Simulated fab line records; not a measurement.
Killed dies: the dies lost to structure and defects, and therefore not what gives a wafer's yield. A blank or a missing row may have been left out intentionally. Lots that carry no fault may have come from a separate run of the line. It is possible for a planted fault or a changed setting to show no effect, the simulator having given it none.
fab line records	flow gf180mcu	part 1 of 2: steps 1 to 28 of 43
record: lots: 5	wafers: 15	lastDay: 34
route steps=602 shown V1@355 M2@362 V2@382
lots that met no fault: taken from a fault-free run of the same line
startH: the number of hours between the record's first day and the start of the first shown wafer of the lot	waitH: hours elapsed since this lot's preceding step	" repeats the value in the row above	L1.1+2: a row that stands for several wafers	- no value, or no start was given	* or withheld: withheld	< > ~ a bound
route shown NAME@n: names a module that has steps shown in the file, with the first one's number in the route	usual: mean and standard deviation over wafers with no fault	same: alike in all rows	chamber/n: place in a boat	sites: each site's reading	_std_site: standard deviation across them	_edge_site: mean of outer sites minus mean of inner sites	radiusMm: for every site, how far away it sits from the centre of the wafer	mask NAME#n: copy n	behind: tool/chamber where the wafer was last shaped	hold: cause of the lot's hold/its duration in hours/its outcome	device: transistor that didn't switch, given as n, p or np	end of line: the route-end tests of the same wafers	for a step that has no rows: nothing shown but its recipe	killed: the dies lost at the first sort to structure and to defects; this is not the yield of the wafer	map: a wafer's dies, marking killed ones x, the rest . and places with no die _
set.NAME: the setting as run; set.NAME@STEP: as run at that earlier step	model.NAME: the simulator's own value behind a step, which no gauge read
lots seen at some steps along the route; tables by step, rows by wafer
services: from which hour (startH, from the record's first day; less than 0 if before it) a tool's chamber was out of use, for how many hours, and why
== steps ==
step: GF_V1_CLEAN_20
recipe: chemistry: DIW	dry: n2Spin
lot.wafer	tool	chamber	startH	waitH
L078.3+4+6	wetBench-03	3	449.26	0.0
L081.1+3+4	wetBench-03	0	466.11	0.0
L083.1+3+6	wetBench-03	0	487.41	0.0
L090.4+5+6	wetBench-03	1	545.44	0.0
L096.2+3+5	wetBench-02	0	601.94	0.0
step: GF_V1_SPUTTER_21
recipe: material: Ti	targetThkNm: 15	chamberPressurePa: 5	powerW: 2500	substrateTempC: 200	timeS: 80.02
usual: substrateTempC: 200.00/0.16	throttleValvePct: 30.1/0.91
lot.wafer	tool	chamber	startH	waitH	substrateTempC	throttleValvePct
L078.3	pvdSputter-04	-	449.36	0.0	200.20	30.2
L078.4	"	-	"	"	199.81	29.7
L078.6	"	-	"	"	200.04	29.3
L081.1	pvdSputter-04	-	466.21	0.0	199.87	30.4
L081.3	"	-	"	"	199.90	29.2
L081.4	"	-	"	"	200.07	30.8
L083.1	pvdSputter-04	-	487.50	0.0	200.15	29.0
L083.3	"	-	"	"	199.84	30.1
L083.6	"	-	"	"	200.10	30.3
L090.4	pvdSputter-03	-	545.53	0.0	199.57	32.1
L090.5	"	-	"	"	200.20	31.1
L090.6	"	-	"	"	199.90	30.3
L096.2	pvdSputter-02	-	602.05	0.0	199.69	28.4
L096.3	"	-	"	"	200.15	28.9
L096.5	"	-	"	"	200.18	30.2
step: GF_V1_SPUTTER_22
recipe: material: TiN	targetThkNm: 10	chamberPressurePa: 5	powerW: 4000	timeS: 40
usual: throttleValvePct: 30.1/0.92
lot.wafer	tool	chamber	startH	waitH	throttleValvePct
L078.3	pvdSputter-04	-	449.42	0.0	30.3
L078.4	"	-	"	"	29.8
L078.6	"	-	"	"	29.1
L081.1	pvdSputter-04	-	466.27	0.0	30.6
L081.3	"	-	"	"	29.2
L081.4	"	-	"	"	30.7
L083.1	pvdSputter-04	-	487.57	0.0	29.2
L083.3	"	-	"	"	29.9
L083.6	"	-	"	"	30.4
L090.4	pvdSputter-03	-	545.59	0.0	32.3
L090.5	"	-	"	"	30.9
L090.6	"	-	"	"	30.1
L096.2	pvdSputter-02	-	602.11	0.0	28.5
L096.3	"	-	"	"	29.0
L096.5	"	-	"	"	30.0
step: GF_V1_CVD_23
recipe: material: W	targetThkNm: 350	timeS: 105.05	tempC: 400	pressureTorr: 40
usual: heaterPowerW: 912/120
lot.wafer	tool	chamber	startH	waitH	heaterPowerW
L078.3	cvdW-02	1	449.49	0.1	837
L078.4	"	0	"	"	1120
L078.6	"	1	"	"	835
L081.1	cvdW-02	1	466.31	0.0	842
L081.3	"	1	"	"	830
L081.4	"	0	"	"	1105
L083.1	cvdW-02	1	487.60	0.0	862
L083.3	"	0	"	"	1105
L083.6	"	0	"	"	1117
L090.4	cvdW-02	0	545.67	0.1	1113
L090.5	"	1	"	"	831
L090.6	"	0	"	"	1108
L096.2	cvdW-02	0	602.15	0.0	1095
L096.3	"	1	"	"	863
L096.5	"	0	"	"	1130
step: GF_V1_RS_MEAS_24
recipe: thkMeasGauge: four-point-probe	reads: W_of_V1_CVD_23+TiN_of_V1_SPUTTER_22+Ti_of_V1_SPUTTER_21
usual: V1_W_RS: 0.328/0.0038
lot.wafer	tool	chamber	startH	waitH	V1_W_RS[ohm/sq]
L078.3	filmMetro-03	-	449.61	0.1	0.328
L078.4	"	-	"	"	0.330
L078.6	"	-	"	"	0.325
L081.1	filmMetro-03	-	466.42	0.1	0.329
L081.3	"	-	"	"	0.329
L081.4	"	-	"	"	0.326
L083.1	filmMetro-03	-	487.72	0.1	0.326
L083.3	"	-	"	"	0.322
L083.6	"	-	"	"	0.325
L090.4	filmMetro-04	-	545.81	0.1	0.323
L090.5	"	-	"	"	0.324
L090.6	"	-	"	"	0.325
L096.2	filmMetro-01	-	602.28	0.1	0.324
L096.3	"	-	"	"	0.322
L096.5	"	-	"	"	0.323
step: GF_V1_THK_MEAS_25
recipe: thkMeasGauge: xrf	reads: W_of_V1_CVD_23
usual: V1_W_THK: 345/4.7
lot.wafer	tool	chamber	startH	waitH	V1_W_THK[nm]
L078.3	filmMetro-03	-	449.71	0.1	343
L078.4	"	-	"	"	342
L078.6	"	-	"	"	346
L081.1	filmMetro-03	-	466.54	0.1	343
L081.3	"	-	"	"	343
L081.4	"	-	"	"	347
L083.1	filmMetro-03	-	487.84	0.1	347
L083.3	"	-	"	"	348
L083.6	"	-	"	"	344
L090.4	filmMetro-04	-	545.90	0.1	352
L090.5	"	-	"	"	349
L090.6	"	-	"	"	347
L096.2	filmMetro-01	-	602.39	0.1	352
L096.3	"	-	"	"	354
L096.5	"	-	"	"	353
step: GF_V1_CMP_26
recipe: stopOn: SiO2	downForcePsi: 3.5	platenRpm: 60	tOverpolishS: 15	targetThkNm: 0	padVelocityMS: 0.94248
usual: motorCurrentA: 11.3/1.8	overpolishRunS: 15.000/0.0087	timeToEndpointS: 84/3.9
lot.wafer	tool	chamber	startH	waitH	motorCurrentA	overpolishRunS	timeToEndpointS
L078.3	cmp-02	0	449.75	0.0	10.3	15.013	82
L078.4	"	2	"	"	12.7	15.005	92
L078.6	"	0	"	"	10.1	15.002	82
L081.4	cmp-02	2	466.65	0.1	12.8	15.008	90
L081.3	"	3	"	"	10.5	14.994	87
L081.1	"	0	"	"	10.0	15.004	84
L083.1	cmp-02	2	487.90	0.1	13.0	14.984	88
L083.3	"	1	"	"	8.8	14.984	87
L083.6	"	3	"	"	11.2	14.995	84
L090.4	cmp-01	2	546.08	0.2	9.3	14.998	91
L090.5	"	3	"	"	13.6	15.000	86
L090.6	"	0	"	"	10.8	15.015	88
L096.2	cmp-02	1	602.44	0.0	8.8	15.001	83
L096.3	"	2	"	"	12.9	15.001	84
L096.5	"	2	"	"	13.0	14.992	87
step: GF_M2_SPUTTER_00
recipe: material: Ti	targetThkNm: 37.5	arrivingIonEnergyEv: 80	substrateTempC: 200	chamberPressurePa: 2	powerW: 4000	timeS: 150
usual: substrateTempC: 200.01/0.16	throttleValvePct: 30.2/1
lot.wafer	tool	chamber	startH	waitH	substrateTempC	throttleValvePct
L078.3	pvdSputter-03	-	450.05	0.2	199.97	30.9
L078.4	"	-	"	"	200.02	30.2
L078.6	"	-	"	"	199.82	29.8
L081.1	pvdSputter-03	-	466.90	0.1	200.10	30.5
L081.3	"	-	"	"	199.93	32.6
L081.4	"	-	"	"	199.84	30.4
L083.1	pvdSputter-01	-	488.20	0.2	200.07	31.5
L083.3	"	-	"	"	199.83	31.1
L083.6	"	-	"	"	200.01	31.6
L090.4	pvdSputter-01	-	546.23	0.1	200.15	29.3
L090.5	"	-	"	"	199.69	30.7
L090.6	"	-	"	"	200.17	31.5
L096.2	pvdSputter-01	-	602.74	0.2	200.33	31.5
L096.3	"	-	"	"	200.19	29.5
L096.5	"	-	"	"	200.09	30.3
step: GF_M2_SPUTTER_01
recipe: material: TiN	targetThkNm: 30	powerW: 6500	timeS: 25	chamberPressurePa: 0.4
usual: throttleValvePct: 30.2/1
lot.wafer	tool	chamber	startH	waitH	throttleValvePct
L078.3	pvdSputter-03	-	450.15	0.1	30.8
L078.4	"	-	"	"	30.0
L078.6	"	-	"	"	29.7
L081.1	pvdSputter-03	-	467.00	0.1	31.0
L081.3	"	-	"	"	32.2
L081.4	"	-	"	"	30.1
L083.1	pvdSputter-01	-	488.30	0.1	31.4
L083.3	"	-	"	"	31.4
L083.6	"	-	"	"	31.6
L090.4	pvdSputter-01	-	546.33	0.1	29.4
L090.5	"	-	"	"	30.8
L090.6	"	-	"	"	31.3
L096.2	pvdSputter-01	-	602.84	0.1	31.6
L096.3	"	-	"	"	29.4
L096.5	"	-	"	"	30.9
step: GF_M2_SPUTTER_02
recipe: material: AlCu	targetThkNm: 450	powerW: 10600	timeS: 23.9	chamberPressurePa: 0.4
usual: throttleValvePct: 30.3/1
lot.wafer	tool	chamber	startH	waitH	throttleValvePct
L078.3	pvdSputter-03	-	450.18	0.0	30.9
L078.4	"	-	"	"	30.3
L078.6	"	-	"	"	29.8
L081.1	pvdSputter-03	-	467.03	0.0	30.8
L081.3	"	-	"	"	32.5
L081.4	"	-	"	"	30.2
L083.1	pvdSputter-01	-	488.33	0.0	31.6
L083.3	"	-	"	"	31.5
L083.6	"	-	"	"	31.5
L090.4	pvdSputter-01	-	546.36	0.0	29.5
L090.5	"	-	"	"	30.6
L090.6	"	-	"	"	31.3
L096.2	pvdSputter-01	-	602.87	0.0	31.4
L096.3	"	-	"	"	29.5
L096.5	"	-	"	"	30.6
step: GF_M2_SPUTTER_03
recipe: material: Ti	targetThkNm: 10	substrateTempC: 300	chamberPressurePa: 0.3	powerW: 3000	timeS: 6.7
usual: substrateTempC: 300.02/0.19	throttleValvePct: 30.2/1
lot.wafer	tool	chamber	startH	waitH	substrateTempC	throttleValvePct
L078.3	pvdSputter-03	-	450.21	0.0	300.25	30.9
L078.4	"	-	"	"	300.07	30.0
L078.6	"	-	"	"	299.83	29.8
L081.1	pvdSputter-03	-	467.06	0.0	299.86	30.7
L081.3	"	-	"	"	300.05	32.4
L081.4	"	-	"	"	299.89	30.1
L083.1	pvdSputter-01	-	488.36	0.0	300.07	31.4
L083.3	"	-	"	"	300.06	31.5
L083.6	"	-	"	"	300.11	31.3
L090.4	pvdSputter-01	-	546.39	0.0	300.06	29.7
L090.5	"	-	"	"	300.08	30.8
L090.6	"	-	"	"	299.89	31.3
L096.2	pvdSputter-01	-	602.90	0.0	300.34	31.4
L096.3	"	-	"	"	300.04	29.5
L096.5	"	-	"	"	299.78	30.9
step: GF_M2_SPUTTER_04
recipe: material: TiN	targetThkNm: 50	powerW: 6500	timeS: 41.7	chamberPressurePa: 0.4
usual: throttleValvePct: 30.2/1
lot.wafer	tool	chamber	startH	waitH	throttleValvePct
L078.3	pvdSputter-03	-	450.23	0.0	31.0
L078.4	"	-	"	"	30.0
L078.6	"	-	"	"	29.6
L081.1	pvdSputter-03	-	467.08	0.0	30.6
L081.3	"	-	"	"	32.1
L081.4	"	-	"	"	29.9
L083.1	pvdSputter-01	-	488.38	0.0	31.7
L083.3	"	-	"	"	31.1
L083.6	"	-	"	"	31.7
L090.4	pvdSputter-01	-	546.41	0.0	29.4
L090.5	"	-	"	"	31.0
L090.6	"	-	"	"	31.5
L096.2	pvdSputter-01	-	602.92	0.0	31.8
L096.3	"	-	"	"	29.6
L096.5	"	-	"	"	30.7
step: GF_M2_RS_MEAS_05
recipe: thkMeasGauge: four-point-probe	reads: TiN_of_M2_SPUTTER_04+Ti_of_M2_SPUTTER_03+AlCu_of_M2_SPUTTER_02+TiN_of_M2_SPUTTER_01+Ti_of_M2_SPUTTER_00
usual: M2_ALCU_RS: 0.0695/0.00073
lot.wafer	tool	chamber	startH	waitH	M2_ALCU_RS[ohm/sq]
L078.3	filmMetro-04	-	450.31	0.1	0.0688
L078.4	"	-	"	"	0.0693
L078.6	"	-	"	"	0.0687
L081.1	filmMetro-03	-	467.12	0.0	0.0685
L081.3	"	-	"	"	0.0685
L081.4	"	-	"	"	0.0689
L083.1	filmMetro-02	-	488.42	0.0	0.0689
L083.3	"	-	"	"	0.0695
L083.6	"	-	"	"	0.0688
L090.4	filmMetro-03	-	546.51	0.1	0.0690
L090.5	"	-	"	"	0.0700
L090.6	"	-	"	"	0.0689
L096.2	filmMetro-02	-	602.98	0.0	0.0692
L096.3	"	-	"	"	0.0688
L096.5	"	-	"	"	0.0700
step: GF_M2_THK_MEAS_06
recipe: thkMeasGauge: xrf	reads: AlCu_of_M2_SPUTTER_02
usual: M2_ALCU_THK: 455/5.1
lot.wafer	tool	chamber	startH	waitH	M2_ALCU_THK[nm]
L078.3	filmMetro-04	-	450.41	0.1	460
L078.4	"	-	"	"	455
L078.6	"	-	"	"	460
L081.1	filmMetro-03	-	467.24	0.1	462
L081.3	"	-	"	"	463
L081.4	"	-	"	"	462
L083.1	filmMetro-02	-	488.54	0.1	456
L083.3	"	-	"	"	451
L083.6	"	-	"	"	455
L090.4	filmMetro-03	-	546.60	0.1	454
L090.5	"	-	"	"	449
L090.6	"	-	"	"	459
L096.2	filmMetro-02	-	603.09	0.1	454
L096.3	"	-	"	"	457
L096.5	"	-	"	"	449
step: GF_M2_DEHYDRATE_07
recipe: tempC: 200	timeS: 60
lot.wafer	tool	chamber	startH	waitH
L078.3+4+6	lithoTrack-02	0	461.69	11.3
L081.1+3+4	lithoTrack-02	0	478.44	11.2
L083.1+3+6	lithoTrack-02	0	499.64	11.1
L090.4+5+6	lithoTrack-02	0	557.81	11.2
L096.2+3+5	lithoTrack-02	0	612.26	9.2
step: GF_M2_HMDS_08
recipe: primeTimeS: 60	primeTempC: 120
lot.wafer	tool	chamber	startH	waitH
L078.3+4+6	lithoTrack-02	0	461.84	0.1
L081.1+3+4	lithoTrack-02	0	478.59	0.1
L083.1+3+6	lithoTrack-02	0	499.79	0.1
L090.4+5+6	lithoTrack-02	0	557.96	0.1
L096.2+3+5	lithoTrack-02	0	612.41	0.1
step: GF_M2_COAT_09
recipe: resist: KrF	spinRpm: withheld	resistThkNm: 1000
lot.wafer	tool	chamber	startH	waitH
L078.3+4+6	lithoTrack-02	0	461.99	0.1
L081.1+3+4	lithoTrack-02	0	478.74	0.1
L083.1+3+6	lithoTrack-02	0	499.94	0.1
L090.4+5+6	lithoTrack-02	0	558.11	0.1
L096.2+3+5	lithoTrack-02	0	612.56	0.1
step: GF_M2_SOFTBAKE_10
recipe: tempC: 130	timeS: 60	resist: KrF
lot.wafer	tool	chamber	startH	waitH
L078.3+4+6	lithoTrack-02	0	462.14	0.1
L081.1+3+4	lithoTrack-02	0	478.89	0.1
L083.1+3+6	lithoTrack-02	0	500.09	0.1
L090.4+5+6	lithoTrack-02	0	558.26	0.1
L096.2+3+5	lithoTrack-02	0	612.71	0.1
step: GF_M2_EXPOSE_11
recipe: maskId: Metal2	targetCdNm: 280	na: 0.68	sourceShape: conventional	sigmaOuter: 0.6	doseMj: 28
lot.wafer	tool	chamber	startH	waitH	mask
L078.3+4+6	krfScanner-01	0	-	-	Metal2#0
L081.1+3+4	krfScanner-02	0	-	-	Metal2#0
L083.1+3+6	krfScanner-02	0	-	-	Metal2#0
L090.4+5+6	krfScanner-02	0	-	-	Metal2#0
L096.2+3+5	krfScanner-01	0	-	-	Metal2#0
step: GF_M2_PEB_12
recipe: pebTempC: 135	pebTimeS: 90	resist: KrF
lot.wafer	tool	chamber	startH	waitH
L078.3+4+6	lithoTrack-01	0	-	-
L081.1+3+4	lithoTrack-01	0	-	-
L083.1+3+6	lithoTrack-03	0	-	-
L090.4+5+6	lithoTrack-03	0	-	-
L096.2+3+5	lithoTrack-03	0	-	-
step: GF_M2_DEVELOP_13
recipe: developTimeS: 60	devTempC: 21
lot.wafer	tool	chamber	startH	waitH
L078.3+4+6	lithoTrack-01	0	474.39	0.1
L081.1+3+4	lithoTrack-01	0	490.49	0.2
L083.1+3+6	lithoTrack-03	0	511.83	0.2
L090.4+5+6	lithoTrack-03	0	567.96	0.1
L096.2+3+5	lithoTrack-03	0	622.61	0.2
step: GF_M2_CD_MEAS_14
recipe: targetCdNm: 280
usual: cdNm: 279.9/1.2
lot.wafer	tool	chamber	startH	waitH	cdNm
L078.3	cdSem-01	-	474.53	0.1	278.5
L078.4	"	-	"	"	279.6
L078.6	"	-	"	"	278.6
L081.1	cdSem-02	-	490.64	0.1	280.9
L081.3	"	-	"	"	281.4
L081.4	"	-	"	"	280.3
L083.1	cdSem-02	-	511.98	0.1	281.0
L083.3	"	-	"	"	280.2
L083.6	"	-	"	"	280.5
L090.4	cdSem-02	-	568.09	0.1	280.3
L090.5	"	-	"	"	280.2
L090.6	"	-	"	"	280.1
L096.2	cdSem-01	-	622.75	0.1	280.2
L096.3	"	-	"	"	280.5
L096.5	"	-	"	"	280.2
step: GF_M2_OVL_MEAS_15
usual: M2_OVL: -3/5.4
lot.wafer	tool	chamber	startH	waitH	M2_OVL[nm]
L078.3	overlay-01	-	474.62	0.1	-1
L078.4	"	-	"	"	-2
L078.6	"	-	"	"	4
L081.1	overlay-01	-	490.76	0.1	-5
L081.3	"	-	"	"	-1
L081.4	"	-	"	"	-11
L083.1	overlay-01	-	512.10	0.1	2
L083.3	"	-	"	"	-4
L083.6	"	-	"	"	-3
L090.4	overlay-01	-	568.17	0.1	-13
L090.5	"	-	"	"	-13
L090.6	"	-	"	"	-10
L096.2	overlay-01	-	622.86	0.1	-13
L096.3	"	-	"	"	-3
L096.5	"	-	"	"	-5
step: GF_M2_METAL_ETCH_16
recipe: chemistry: Cl2/BCl3	maskMaterial: KrF	targetDepthNm: 750.8	stopOn: SiO2	pressureMtorr: 8	icpW: 800	biasW: 140	Cl2_flow_sccm: 80	bcl3FlowSccm: 40	timeS: 125.1
usual: drypumpMotorCurrentA: 5.4/0.39	oesProductAu: 0.987/0.0061	throttleValvePct: 28.232/0.0098
lot.wafer	tool	chamber	startH	waitH	drypumpMotorCurrentA	oesProductAu	rfHoursCounterH	throttleValvePct
L078.3	rieMetal-03	1	474.73	0.1	4.9	0.997	-	28.231
L078.4	"	1	"	"	4.9	0.978	-	28.226
L078.6	"	1	"	"	4.9	0.979	-	28.234
L081.1	rieMetal-01	0	490.80	0.0	5.7	0.991	14	28.213
L081.3	"	1	"	"	5.2	0.976	-	28.222
L081.4	"	0	"	"	5.7	0.982	-	28.231
L083.1	rieMetal-02	0	512.14	0.0	5.7	0.993	11	28.212
L083.3	"	1	"	"	5.8	0.989	-	28.228
L083.6	"	1	"	"	5.8	0.987	-	28.236
L090.4	rieMetal-01	1	568.23	0.1	5.2	0.994	-	28.207
L090.5	"	0	"	"	5.6	0.996	-	28.235
L090.6	"	1	"	"	5.2	0.995	-	28.217
L096.2	rieMetal-03	0	622.89	0.0	5.8	0.989	3	28.224
L096.3	"	1	"	"	4.9	0.986	-	28.229
L096.5	"	0	"	"	5.8	0.993	-	28.229
step: GF_M2_STRIP_17
recipe: chemistry: O2/N2	powerW: 1400	pressureMtorr: 1500	platenTempC: 250	o2FlowSccm: 3000	n2FlowSccm: 300	overashFraction: 0.5
usual: drypumpMotorCurrentA: 6.1/0.54	heaterPowerW: 334/17	o2FlowSccm: 2999/8.2	oesProductAu: 0.538/0.0051	stripTimeToEndpointS: 7.41/0.047
lot.wafer	tool	chamber	startH	waitH	drypumpMotorCurrentA	heaterPowerW	o2FlowSccm	oesProductAu	rfHoursCounterH	stripTimeToEndpointS
L078.3	plasmaAsher-04	1	474.94	0.2	6.2	350	2988	0.539	-	7.47
L078.4	"	0	"	"	5.5	340	2984	0.538	-	7.50
L078.6	"	0	"	"	5.5	337	2991	0.536	-	7.51
L081.1	plasmaAsher-03	0	490.93	0.1	5.3	314	3007	0.538	72	7.43
L081.3	"	0	"	"	5.3	318	2987	0.543	-	7.47
L081.4	"	1	"	"	6.4	346	3005	0.539	-	7.43
L083.1	plasmaAsher-02	1	512.27	0.1	6.3	353	2994	0.533	39	7.30
L083.3	"	0	"	"	6.7	317	2990	0.527	-	7.34
L083.6	"	1	"	"	6.3	361	2994	0.527	-	7.36
L090.4	plasmaAsher-03	1	568.35	0.1	6.4	334	3001	0.533	-	7.37
L090.5	"	1	"	"	6.4	348	2997	0.538	-	7.39
L090.6	"	0	"	"	5.3	315	3000	0.536	-	7.37
L096.2	plasmaAsher-04	1	623.02	0.1	6.2	361	2998	0.535	96	7.39
L096.3	"	0	"	"	5.5	335	2995	0.551	-	7.42
L096.5	"	1	"	"	6.2	361	2990	0.539	-	7.39
step: GF_M2_STRIP_18
recipe: chemistry: postEtchResidueRemover	timeS: 1200	tempC: 72.5
usual: bathGuardTempC: 72.5/0.54
lot.wafer	tool	chamber	startH	waitH	bathGuardTempC
L078.3	wetBench-04	3	475.01	0.0	72.3
L078.4	"	3	"	"	72.3
L078.6	"	3	"	"	72.4
L081.1	wetBench-01	1	491.03	0.1	71.8
L081.3	"	1	"	"	72.1
L081.4	"	1	"	"	72.0
L083.1	wetBench-01	2	512.37	0.1	72.8
L083.3	"	2	"	"	72.2
L083.6	"	2	"	"	72.7
L090.4	wetBench-03	3	568.42	0.0	71.9
L090.5	"	3	"	"	72.2
L090.6	"	3	"	"	72.1
L096.2	wetBench-03	3	623.12	0.1	72.4
L096.3	"	3	"	"	72.1
L096.5	"	3	"	"	71.8
step: GF_M2_CLEAN_19
recipe: chemistry: DIW	dry: n2Spin
lot.wafer	tool	chamber	startH	waitH
L078.3+4+6	wetBench-03	2	475.35	0.0
L081.1+3+4	wetBench-04	0	491.37	0.0
L083.1+3+6	wetBench-04	3	512.71	0.0
L090.4+5+6	wetBench-04	3	568.76	0.0
L096.2+3+5	wetBench-04	3	623.49	0.0
step: GF_V2_CVD_00
recipe: material: SiO2	targetThkNm: 600	sigmaOpenFrac: 0.3	tempC: 400	timeS: 100	sih4FlowSccm: 60	pressureMtorr: 6
lot.wafer	tool	chamber	startH	waitH
L078.3+4+6	hdpcvd-01	2,2,1	475.44	0.0
L081.1+3+4	hdpcvd-02	1,0,0	491.46	0.0
L083.1+3+6	hdpcvd-01	1,0,2	512.80	0.0
L090.4+5+6	hdpcvd-01	2,0,1	568.89	0.0
L096.2+3+5	hdpcvd-02	0,2,1	623.58	0.0
